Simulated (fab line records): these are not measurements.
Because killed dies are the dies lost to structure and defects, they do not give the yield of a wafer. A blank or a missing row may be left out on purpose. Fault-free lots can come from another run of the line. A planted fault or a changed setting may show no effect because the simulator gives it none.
Which tool is to blame? | flow gf180mcu | 14 lots with 42 wafers sampled at 4 steps, on a route of 602 steps

WHAT THE GAUGES SHOWED, per wafer
The record lacks any reading of a measuring or inspecting step that a usual standard deviation could be used to judge.

TOOL THAT RAN EACH LOT (tool first, then ch and the chambers of the sampled wafers, then the start)
lot  | GF_V1_ETCH_17                                 | GF_V1_STRIP_18                       | GF_M2_SPUTTER_00             | GF_M2_EXPOSE_11
L944 | rie_diel-03 ch 1,2, day 18 00:29 or earlier   | plasma_asher-03 ch 0,1, day 18 00:29 | pvd_sputter-03, day 18 01:44 | krf_scanner-01 ch 0, day 18 14:31
L945 | rie_diel-04 ch 2,3, day 18 08:41 or earlier   | plasma_asher-04 ch 0,1, day 18 08:41 | pvd_sputter-02, day 18 09:55 | krf_scanner-02 ch 0, day 18 22:40
L948 | rie_diel-04 ch 0,3, day 19 14:41 or earlier   | plasma_asher-04 ch 0,1, day 19 14:41 | pvd_sputter-02, day 19 15:55 | krf_scanner-02 ch 0, day 20 04:19
L949 | rie_diel-03 ch 0,2,3, day 20 01:38 or earlier | plasma_asher-04 ch 0,1, day 20 01:38 | pvd_sputter-02, day 20 02:52 | krf_scanner-02 ch 0, day 20 15:01
L952 | rie_diel-01 ch 1,2, day 21 09:46 or earlier   | plasma_asher-02 ch 0,1, day 21 09:46 | pvd_sputter-03, day 21 11:00 | krf_scanner-01 ch 0, day 21 22:59
L954 | rie_diel-04 ch 0,1,2, day 22 00:05 or earlier | plasma_asher-02 ch 0,1, day 22 00:05 | pvd_sputter-03, day 22 01:19 | krf_scanner-01 ch 0, day 22 13:25
L955 | rie_diel-01 ch 0,1, day 22 05:22 or earlier   | plasma_asher-03 ch 0,1, day 22 05:22 | pvd_sputter-01, day 22 06:34 | krf_scanner-01 ch 0, day 22 18:17
L956 | rie_diel-04 ch 0,1,3, day 22 14:02 or earlier | plasma_asher-03 ch 0,1, day 22 14:02 | pvd_sputter-01, day 22 15:16 | krf_scanner-02, day 23 03:22
L957 | rie_diel-03 ch 0,1, day 23 00:55 or earlier   | plasma_asher-02 ch 0,1, day 23 00:55 | pvd_sputter-03, day 23 02:11 | krf_scanner-01, day 23 14:19
L958 | rie_diel-01 ch 0,1,3, day 23 10:17 or earlier | plasma_asher-03 ch 0,1, day 23 10:17 | pvd_sputter-02, day 23 11:31 | krf_scanner-01 ch 0, day 23 23:07
L963 | rie_diel-03 ch 1,2,3, day 24 20:53 or earlier | plasma_asher-02 ch 0,1, day 24 20:53 | pvd_sputter-02, day 24 22:07 | krf_scanner-02 ch 0, day 25 09:21
L965 | rie_diel-04 ch 1,2, day 25 14:32 or earlier   | plasma_asher-02 ch 0,1, day 25 14:32 | pvd_sputter-03, day 25 15:47 | krf_scanner-02 ch 0, day 26 02:33
L966 | rie_diel-03 ch 0,1,2, day 25 19:04 or earlier | plasma_asher-02 ch 0,1, day 25 19:04 | pvd_sputter-03, day 25 20:17 | krf_scanner-02 ch 0, day 26 07:14
L967 | rie_diel-03 ch 0,2,3, day 26 07:41 or earlier | plasma_asher-02 ch 0,1, day 26 07:41 | pvd_sputter-03, day 26 08:56 | krf_scanner-02 ch 0, day 26 18:53
- GF_V1_ETCH_17: etches SiO2 in C4F8/O2/Ar, stops on TiN, target depth 630 nm.
- GF_V1_STRIP_18: strips in O2/N2.
- GF_M2_SPUTTER_00: material Ti, target thk 37.5 nm, time 150 s.
- GF_M2_EXPOSE_11: exposes mask Metal2, target cd 280 nm.

AS READ BY THE TOOLS THEMSELVES (means over the sampled wafers that have a number; for cases with no such wafer, the mark the record gives instead)
GF_V1_ETCH_17. Usual: oes_product_au at 0.856 a.u., with a standard deviation of 0.0043.
lot  | tool        | oes_product_au (a.u.) | flag
L944 | rie_diel-03 | 0.857                 |
L945 | rie_diel-04 | 0.860                 |
L948 | rie_diel-04 | 0.856                 |
L949 | rie_diel-03 | 0.856                 |
L952 | rie_diel-01 | 0.851                 |
L954 | rie_diel-04 | 0.857                 |
L955 | rie_diel-01 | 0.857                 |
L956 | rie_diel-04 | 0.852                 |
L957 | rie_diel-03 | 0.859                 |
L958 | rie_diel-01 | 0.857                 |
L963 | rie_diel-03 | 0.860                 |
L965 | rie_diel-04 | 0.859                 |
L966 | rie_diel-03 | 0.854                 |
L967 | rie_diel-03 | 0.854                 |

GF_V1_STRIP_18. Usual: drypump_motor_current_A 5.8 A, standard deviation 0.48; heater_power_w 355 W, standard deviation 44; oes_product_au 0.594 a.u., standard deviation 0.005.
lot  | tool            | drypump_motor_current_A (A) | heater_power_w (W) | oes_product_au (a.u.) | flag
L944 | plasma_asher-03 | 5.6                         | 299                | 0.593                 |
L945 | plasma_asher-04 | 5.2                         | 338                | 0.594                 |
L948 | plasma_asher-04 | 5.2                         | 340                | 0.598                 |
L949 | plasma_asher-04 | 5.3                         | 355                | 0.593                 |
L952 | plasma_asher-02 | 6.0                         | 373                | 0.590                 |
L954 | plasma_asher-02 | 5.9                         | 373                | 0.597                 |
L955 | plasma_asher-03 | 6.0                         | 315                | 0.595                 |
L956 | plasma_asher-03 | 5.6                         | 296                | 0.594                 |
L957 | plasma_asher-02 | 6.0                         | 380                | 0.594                 |
L958 | plasma_asher-03 | 6.0                         | 312                | 0.592                 |
L963 | plasma_asher-02 | 6.0                         | 374                | 0.594                 |
L965 | plasma_asher-02 | 6.1                         | 395                | 0.598                 |
L966 | plasma_asher-02 | 6.0                         | 374                | 0.599                 |
L967 | plasma_asher-02 | 6.0                         | 379                | 0.592                 |

GF_M2_SPUTTER_00. Usual: substrate_temp_c 200.02 C, standard deviation 0.15; throttle_valve_pct 29.9 %, standard deviation 0.97.
lot  | tool           | substrate_temp_c (C) | throttle_valve_pct (%) | flag
L944 | pvd_sputter-03 | 200.21               | 30.2                   |
L945 | pvd_sputter-02 | 200.04               | 30.3                   |
L948 | pvd_sputter-02 | 199.87               | 29.0                   |
L949 | pvd_sputter-02 | 200.03               | 28.6                   |
L952 | pvd_sputter-03 | 200.00               | 30.5                   |
L954 | pvd_sputter-03 | 200.12               | 30.8                   |
L955 | pvd_sputter-01 | 200.05               | 29.3                   |
L956 | pvd_sputter-01 | 200.00               | 29.6                   |
L957 | pvd_sputter-03 | 200.06               | 30.6                   |
L958 | pvd_sputter-02 | 200.10               | 28.8                   |
L963 | pvd_sputter-02 | 199.96               | 29.3                   |
L965 | pvd_sputter-03 | 200.01               | 30.9                   |
L966 | pvd_sputter-03 | 200.11               | 30.7                   |
L967 | pvd_sputter-03 | 200.02               | 30.6                   |

GF_M2_EXPOSE_11. Usual: exposure_dose_mJ_cm2 27.96, standard deviation 0.035; focus_offset_nm -0.1 nm, standard deviation 0.56.
lot  | tool           | exposure_dose_mJ_cm2 | focus_offset_nm (nm) | flag
L944 | krf_scanner-01 | 27.98                | 0.4                  |
L945 | krf_scanner-02 | 27.95                | 0.0                  |
L948 | krf_scanner-02 | 27.97                | 0.5                  |
L949 | krf_scanner-02 | 27.98                | -0.4                 |
L952 | krf_scanner-01 | 27.98                | -0.5                 |
L954 | krf_scanner-01 | 27.98                | -0.2                 |
L955 | krf_scanner-01 | 28.01                | 0.2                  |
L956 | krf_scanner-02 | -                    | -                    | OFF
L957 | krf_scanner-01 | -                    | -                    | OFF
L958 | krf_scanner-01 | 27.99                | 1.0                  |
L963 | krf_scanner-02 | 27.94                | 0.0                  |
L965 | krf_scanner-02 | 27.94                | 0.1                  |
L966 | krf_scanner-02 | 27.94                | 0.3                  |
L967 | krf_scanner-02 | 27.97                | -0.5                 |

THE ANSWER, worked out from the rows above alone
Rule: a lot is off if the mean of its wafers that have a number lies more than 3 standard deviations from the usual mean. A lot without any number at a reading at which 4 lots or more have one is off too. Where the step has rows for the other lots, those lots are counted as sound. First the gauges in route order, then the tools' own readings, where a lot's mean is used as printed above. At the first step where some lot is off, the reading lying furthest off is the one used; lots without a number count as furthest.
Off: L956, L957 (GF_M2_EXPOSE_11, exposure_dose_mJ_cm2). Without a number there: L956, L957.
If a tool, at that step or one of the process steps before it, ran each lot that is off and ran no sound lot following the first of them, it fits. GF_V1_ETCH_17: start missing for some lots; hours and lot order therefore follow GF_V1_STRIP_18. Of those tried, none fits.

WHAT THE SIMULATOR HAD PUT IN
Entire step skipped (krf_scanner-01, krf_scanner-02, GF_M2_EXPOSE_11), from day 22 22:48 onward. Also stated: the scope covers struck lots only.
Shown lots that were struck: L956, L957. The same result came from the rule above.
